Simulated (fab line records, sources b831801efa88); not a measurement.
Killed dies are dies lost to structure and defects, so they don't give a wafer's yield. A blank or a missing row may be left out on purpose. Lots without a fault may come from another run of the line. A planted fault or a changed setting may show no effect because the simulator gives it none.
One fault seen from 2 desks | flow sky130 | each desk has only its own numbers; what lay behind them comes last

THE METROLOGY DESK
What the gauges read, lot by lot, whatever tool the lot ran on: means of the sampled wafers that have a number. A lot is out of limits, marked OUT, if its mean lies more than 4 standard deviations from the usual mean; the brackets give that distance.
Columns: A = LDD_HVP_TW at SKY_LDD_HVP_TW_MEAS_10, usual 455; B = SD_P_OVL at SKY_SD_P_OVL_MEAS_08, usual 0.0 nm
lot  | first seen here | A   | B
L482 | day 22 09:26    | 452 | 1.2
L484 | day 22 16:02    | 458 | 1.6
L485 | day 22 17:19    | 458 | -2.4
L487 | day 23 02:34    | 451 | -0.9
L486 | day 23 04:08    | 451 | 2.2
L488 | day 24 10:59    | 453 | 0.4
L490 | day 24 18:46    | 452 | 2.0
L489 | day 24 19:34    | 458 | -0.2
L491 | day 25 07:31    | 458 | 0.5
L492 | day 25 18:58    | 463 | 1.1
L494 | day 26 03:07    | 451 | -0.9
L503 | day 29 03:15    | 459 | 0.4
L504 | day 29 11:46    | 458 | 0.8
This desk's finding: nothing out of limits on any of the 13 lots.

THE TOOL OWNER'S DESK: cvd_w-02
The tool's own readings at SKY_VIA2_CVD_21 (deposits W, target thk 420 nm, time 126.4 s): means of the sampled wafers that have a number, for each lot that ran on this tool. A lot is out of limits, marked OUT, if its mean lies more than 4 standard deviations from the usual mean; the brackets give that distance.
Columns: A = heater_power_w at SKY_VIA2_CVD_21, usual 915 W
lot  | first seen here | A
L482 | day 37 00:47    | 901
L484 | day 37 09:19    | 952
L486 | day 37 19:01    | 974
L488 | day 38 21:06    | 1041
L490 | day 39 01:25    | 971
L489 | day 39 01:47    | 969
L491 | day 39 10:13    | 897
L492 | day 39 22:19    | 953
L494 | day 40 04:36    | 900
L503 | day 42 13:49    | 907
This desk's finding: nothing out of limits on any of the 10 lots.

PUT TOGETHER
The metrology desk saw nothing out of limits.
The tool owner's desk saw nothing out of limits.

WHAT THE SIMULATOR HAD PUT IN
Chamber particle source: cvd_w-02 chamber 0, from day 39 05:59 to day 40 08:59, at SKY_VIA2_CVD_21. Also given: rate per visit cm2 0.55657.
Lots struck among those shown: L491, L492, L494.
